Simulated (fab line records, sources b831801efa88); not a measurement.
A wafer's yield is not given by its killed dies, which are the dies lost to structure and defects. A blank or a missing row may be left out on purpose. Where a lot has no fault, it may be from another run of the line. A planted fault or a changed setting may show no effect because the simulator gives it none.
fab line records	flow gf180mcu
record lots=14	wafers=42	last-day=33
route steps=602 shown M2@365 M3@410 V3@451
lots that met no fault: from a run of the same line without faults
start-h: hours from the record's first day to the start of the lot's first wafer shown	wait-h: hours since the lot's step before	" identical to the entry in the row above	L1.1+2: one row covering several wafers at once	- no value, or no start given	* or withheld: withheld	< > ~ a bound
route shown NAME@n: names a module that has steps shown in the file, with the first one's number in the route	usual: the fault-free wafers' mean and standard deviation	same: alike in all rows	chamber/n: place in a boat	sites: per-site readings	_std_site: standard deviation of those values	_edge_site: mean of outer sites minus mean of inner sites	radius-mm: for every site, how far away it sits from the centre of the wafer	mask NAME#n: copy n	behind: the most recent tool/chamber to have shaped the wafer	hold: reason for holding the lot/hours on hold/outcome of the hold	device: the transistor (n, p or np) that didn't switch	end of line: at the end of the route, the tests of the same wafers	where a step has no rows: the recipe by itself	killed: not the wafer's yield, but the dies lost to structure and defects at the first sort	map: the dies of a wafer, with x for killed, . for not killed, _ for no die there
set.NAME: the setting the step ran with; set.NAME@STEP: the setting that earlier step ran with	model.NAME: the simulator's own value behind a step, which no gauge read
route steps across a sampled set of lots; one table per step, one row per wafer
services: when a tool's chamber went out of use (start-h, in hours from the record's first day, below 0 if earlier), for how many hours, and the reason
## steps
# step GF_M2_SPUTTER_03
# recipe material=Ti	target-thk-nm=10	substrate-temp-c=300	chamber-pressure-pa=0.3	power-w=3000	time-s=6.7
# usual cathode-dc-power-W=3000.1/0.57	chamber-pressure-pa=0.2999/0.00061	throttle-valve-pct=30.1/1.1
lot.wafer	tool	chamber	start-h	wait-h	cathode-dc-power-W	chamber-pressure-pa	throttle-valve-pct
L302.3	pvd-sputter-01	-	421.63	0.0	3000.3	0.2989	31.5
L302.4	"	-	"	"	2999.7	0.3001	29.5
L302.6	"	-	"	"	2999.0	0.2995	29.1
L303.1	pvd-sputter-04	-	427.18	0.0	3000.0	0.3004	30.3
L303.5	"	-	"	"	3000.0	0.2996	28.9
L303.6	"	-	"	"	2999.8	0.3001	28.9
L304.1	pvd-sputter-01	-	436.98	0.0	2999.4	0.3001	31.6
L304.3	"	-	"	"	2999.4	0.3005	32.1
L304.4	"	-	"	"	2999.9	0.3012	29.3
L306.3	pvd-sputter-01	-	464.41	0.0	2999.8	0.3001	31.5
L306.4	"	-	"	"	3000.2	0.2995	29.6
L306.6	"	-	"	"	3000.4	0.3000	29.4
L307.1	pvd-sputter-04	-	475.45	0.0	3000.1	0.3003	28.9
L307.4	"	-	"	"	3000.5	0.3000	30.1
L307.5	"	-	"	"	2999.6	0.2998	29.0
L308.3	pvd-sputter-04	-	481.39	0.0	2999.9	0.2994	28.9
L308.4	"	-	"	"	2999.2	0.2984	30.5
L308.5	"	-	"	"	3001.3	0.2989	30.1
L309.1	pvd-sputter-01	-	484.98	0.0	3000.2	0.3003	29.5
L309.2	"	-	"	"	3001.1	0.2990	31.3
L309.4	"	-	"	"	3000.1	0.3003	29.1
L310.2	pvd-sputter-04	-	497.37	0.0	3001.8	0.3004	29.3
L310.3	"	-	"	"	2999.4	0.3010	28.9
L310.6	"	-	"	"	2999.9	0.3003	28.7
L311.2	pvd-sputter-01	-	505.82	0.0	3000.8	0.3013	29.4
L311.4	"	-	"	"	2999.6	0.2993	31.1
L311.5	"	-	"	"	2999.3	0.3002	29.6
L313.1	pvd-sputter-01	-	520.87	0.0	3000.3	0.2988	29.2
L313.3	"	-	"	"	3000.6	0.2996	29.2
L313.5	"	-	"	"	2999.9	0.3008	32.2
L314.1	pvd-sputter-03	-	529.82	0.0	3000.4	0.3001	29.3
L314.2	"	-	"	"	3000.3	0.3008	30.5
L314.6	"	-	"	"	3000.9	0.2990	29.4
L316.3	pvd-sputter-03	-	544.56	0.0	2999.7	0.2997	29.0
L316.4	"	-	"	"	3000.9	0.3001	30.5
L316.6	"	-	"	"	2999.9	0.3002	28.9
L317.1	pvd-sputter-01	-	551.07	0.0	3000.0	0.2999	32.1
L317.2	"	-	"	"	3000.5	0.2997	29.6
L317.5	"	-	"	"	3000.2	0.2988	31.3
L318.2	pvd-sputter-03	-	561.89	0.0	2999.5	0.3000	30.6
L318.3	"	-	"	"	3000.1	0.3006	29.7
L318.6	"	-	"	"	2999.3	0.2998	29.1
# step GF_M2_RS_MEAS_05
# recipe thk-meas-gauge=four-point-probe	reads=TiN_of_M2_SPUTTER_04+Ti_of_M2_SPUTTER_03+AlCu_of_M2_SPUTTER_02+TiN_of_M2_SPUTTER_01+Ti_of_M2_SPUTTER_00
# usual M2_ALCU_RS=0.0694/0.00081
lot.wafer	tool	chamber	start-h	wait-h	M2_ALCU_RS[ohm/sq]
L302.3	film-metro-02	-	421.73	0.1	0.0684
L302.4	"	-	"	"	0.0692
L302.6	"	-	"	"	0.0693
L303.1	film-metro-02	-	427.24	0.0	0.0698
L303.5	"	-	"	"	0.0684
L303.6	"	-	"	"	0.0694
L304.1	film-metro-03	-	437.04	0.0	0.0682
L304.3	"	-	"	"	0.0692
L304.4	"	-	"	"	0.0685
L306.3	film-metro-03	-	464.51	0.1	0.0679
L306.4	"	-	"	"	0.0686
L306.6	"	-	"	"	0.0694
L307.1	film-metro-02	-	475.51	0.0	0.0683
L307.4	"	-	"	"	0.0695
L307.5	"	-	"	"	0.0691
L308.3	film-metro-02	-	481.49	0.1	0.0700
L308.4	"	-	"	"	0.0708
L308.5	"	-	"	"	0.0714
L309.1	film-metro-03	-	485.04	0.0	0.0693
L309.2	"	-	"	"	0.0682
L309.4	"	-	"	"	0.0685
L310.2	film-metro-01	-	497.48	0.1	0.0695
L310.3	"	-	"	"	0.0688
L310.6	"	-	"	"	0.0688
L311.2	film-metro-02	-	505.90	0.0	0.0683
L311.4	"	-	"	"	0.0681
L311.5	"	-	"	"	0.0699
L313.1	film-metro-02	-	520.93	0.0	0.0685
L313.3	"	-	"	"	0.0689
L313.5	"	-	"	"	0.0695
L314.1	film-metro-03	-	529.88	0.0	0.0698
L314.2	"	-	"	"	0.0691
L314.6	"	-	"	"	0.0697
L316.3	film-metro-02	-	544.66	0.1	0.0703
L316.4	"	-	"	"	0.0701
L316.6	"	-	"	"	0.0702
L317.1	film-metro-03	-	551.13	0.0	0.0696
L317.2	"	-	"	"	0.0686
L317.5	"	-	"	"	0.0685
L318.2	film-metro-01	-	561.97	0.0	0.0698
L318.3	"	-	"	"	0.0702
L318.6	"	-	"	"	0.0701
# step GF_M3_SPUTTER_01
# recipe material=TiN	target-thk-nm=30	power-w=6500	time-s=25	chamber-pressure-pa=0.4
# usual cathode-dc-power-W=6500.0/1.4	chamber-pressure-pa=0.3998/0.00081	throttle-valve-pct=30.0/1.2
lot.wafer	tool	chamber	start-h	wait-h	cathode-dc-power-W	chamber-pressure-pa	throttle-valve-pct
L302.3	pvd-sputter-03	-	473.16	0.1	6500.5	0.4004	30.4
L302.4	"	-	"	"	6502.2	0.4004	29.4
L302.6	"	-	"	"	6498.8	0.3999	29.6
L303.1	pvd-sputter-04	-	478.61	0.1	6497.4	0.4007	30.5
L303.5	"	-	"	"	6500.4	0.3989	29.1
L303.6	"	-	"	"	6498.9	0.3993	30.1
L304.1	pvd-sputter-02	-	488.36	0.1	6499.3	0.3986	31.7
L304.3	"	-	"	"	6500.1	0.3993	31.3
L304.4	"	-	"	"	6500.3	0.3986	32.2
L306.3	pvd-sputter-02	-	514.46	0.1	6497.9	0.3992	31.8
L306.4	"	-	"	"	6498.8	0.4002	28.1
L306.6	"	-	"	"	6499.6	0.3998	27.6
L307.1	pvd-sputter-03	-	525.44	0.1	6498.7	0.4002	30.6
L307.4	"	-	"	"	6499.2	0.3996	28.7
L307.5	"	-	"	"	6500.4	0.3985	29.2
L308.3	pvd-sputter-04	-	532.11	0.1	6498.6	0.3982	28.8
L308.4	"	-	"	"	6499.3	0.3988	30.2
L308.5	"	-	"	"	6499.9	0.4000	28.9
L309.1	pvd-sputter-02	-	534.24	0.1	6501.2	0.3996	27.6
L309.2	"	-	"	"	6500.1	0.4006	31.3
L309.4	"	-	"	"	6497.2	0.4001	31.7
L310.2	pvd-sputter-02	-	545.95	0.1	6499.2	0.3999	32.1
L310.3	"	-	"	"	6498.7	0.4017	31.0
L310.6	"	-	"	"	6499.8	0.3988	31.6
L311.2	pvd-sputter-03	-	554.50	0.1	6501.8	0.4008	29.5
L311.4	"	-	"	"	6501.5	0.4013	30.7
L311.5	"	-	"	"	6495.2	0.3994	29.4
L313.1	pvd-sputter-02	-	568.66	0.1	6500.8	0.3983	27.7
L313.3	"	-	"	"	6501.2	0.3999	32.1
L313.5	"	-	"	"	6499.7	0.3990	31.2
L314.1	pvd-sputter-04	-	577.10	0.1	6498.9	0.3988	29.1
L314.2	"	-	"	"	6498.1	0.4000	29.9
L314.6	"	-	"	"	6501.5	0.3997	29.3
L316.3	pvd-sputter-03	-	591.23	0.1	6499.1	0.4010	30.2
L316.4	"	-	"	"	6500.8	0.4012	29.7
L316.6	"	-	"	"	6496.9	0.4015	30.2
L317.1	pvd-sputter-03	-	597.97	0.1	6499.8	0.4007	30.2
L317.2	"	-	"	"	6500.0	0.4004	28.9
L317.5	"	-	"	"	6500.0	0.3990	30.7
L318.2	pvd-sputter-03	-	607.41	0.1	6501.8	0.4005	30.3
L318.3	"	-	"	"	6499.6	0.3987	28.8
L318.6	"	-	"	"	6499.6	0.4002	29.4
# step GF_V3_SPUTTER_22
# recipe material=TiN	target-thk-nm=10	chamber-pressure-pa=5	power-w=4000	time-s=40
# usual cathode-dc-power-W=4000.0/0.73	chamber-pressure-pa=4.999/0.0096	throttle-valve-pct=30.3/1.3
lot.wafer	tool	chamber	start-h	wait-h	cathode-dc-power-W	chamber-pressure-pa	throttle-valve-pct
L302.3	pvd-sputter-03	-	522.71	0.0	3999.6	4.997	30.6
L302.4	"	-	"	"	4000.5	4.999	29.4
L302.6	"	-	"	"	3998.9	5.010	28.9
L303.1	pvd-sputter-03	-	528.56	0.0	3999.1	5.003	28.9
L303.5	"	-	"	"	4000.1	5.006	30.3
L303.6	"	-	"	"	3999.4	5.008	29.5
L304.1	pvd-sputter-03	-	536.85	0.0	4000.9	5.003	29.2
L304.3	"	-	"	"	3999.4	4.993	30.5
L304.4	"	-	"	"	4000.3	4.999	28.6
L306.3	pvd-sputter-01	-	562.08	0.0	3998.7	4.994	32.4
L306.4	"	-	"	"	4000.7	4.993	31.6
L306.6	"	-	"	"	3999.1	4.995	32.4
L307.1	pvd-sputter-01	-	572.78	0.0	4000.4	4.993	31.2
L307.4	"	-	"	"	3999.3	5.011	29.4
L307.5	"	-	"	"	4000.6	5.006	29.3
L308.3	pvd-sputter-02	-	578.08	0.0	4001.1	4.985	31.0
L308.4	"	-	"	"	4000.1	5.011	31.8
L308.5	"	-	"	"	3999.9	4.996	31.6
L309.1	pvd-sputter-03	-	579.20	0.0	4000.9	5.001	28.9
L309.2	"	-	"	"	3999.9	5.003	29.5
L309.4	"	-	"	"	4000.3	5.006	30.0
L310.2	pvd-sputter-01	-	591.37	0.0	4000.6	4.991	32.2
L310.3	"	-	"	"	3999.2	5.011	29.3
L310.6	"	-	"	"	3999.6	4.995	31.5
L311.2	pvd-sputter-02	-	599.72	0.0	4000.6	4.983	27.7
L311.4	"	-	"	"	4000.4	5.003	32.0
L311.5	"	-	"	"	4000.1	4.989	31.8
L313.1	pvd-sputter-01	-	612.56	0.0	3998.8	5.006	31.4
L313.3	"	-	"	"	4000.2	5.003	29.2
L313.5	"	-	"	"	3999.8	5.009	29.4
L314.1	pvd-sputter-03	-	620.63	0.0	3999.4	4.981	30.5
L314.2	"	-	"	"	3999.8	4.982	29.4
L314.6	"	-	"	"	3999.6	4.987	30.7
L316.3	pvd-sputter-03	-	634.73	0.0	4001.0	4.990	28.9
L316.4	"	-	"	"	4000.7	4.991	30.7
L316.6	"	-	"	"	3999.0	4.971	29.2
L317.1	pvd-sputter-02	-	641.49	0.0	-	-	-
L317.2	"	-	"	"	-	-	-
L317.5	"	-	"	"	-	-	-
L318.2	pvd-sputter-02	-	650.16	0.0	-	-	-
L318.3	"	-	"	"	-	-	-
L318.6	"	-	"	"	-	-	-
## services
tool	chamber	start-h	hours	kind
pvd-sputter-01	-	409.27	2.7	repair
pvd-sputter-04	-	425.27	1.0	repair
pvd-sputter-03	-	494.08	28.4	repair
pvd-sputter-04	-	513.52	12.6	repair
pvd-sputter-02	-	611.47	2.0	repair
pvd-sputter-03	-	638.29	14.1	repair
## key
first-sign step=GF_V3_SPUTTER_22	reading=tool-record	direction=missing
effect none on later readings
met-at GF_V3_SPUTTER_22
struck-lots L317,L318
later-rows-left-out L317.1,L317.2,L317.5,L318.2,L318.3,L318.6
sort-left-out L317.1,L317.2,L317.5,L318.2,L318.3,L318.6
not-acting-at GF_M2_SPUTTER_03,GF_M2_RS_MEAS_05,GF_M3_SPUTTER_01
onset-between 599.72 641.49
fault kind=skipped-step-whole	tool=pvd-sputter-02	chamber=-	onset-h=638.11	steps=GF_V3_SPUTTER_22	scope=struck-lots-only
# sort-left-out: the simulated sort isn't trusted on such a fault, so these wafers' sort isn't shown, and their yield isn't known
# later-rows-left-out: the simulator's readings of these wafers behind a module that went badly wrong aren't trusted and aren't shown, but for the sort
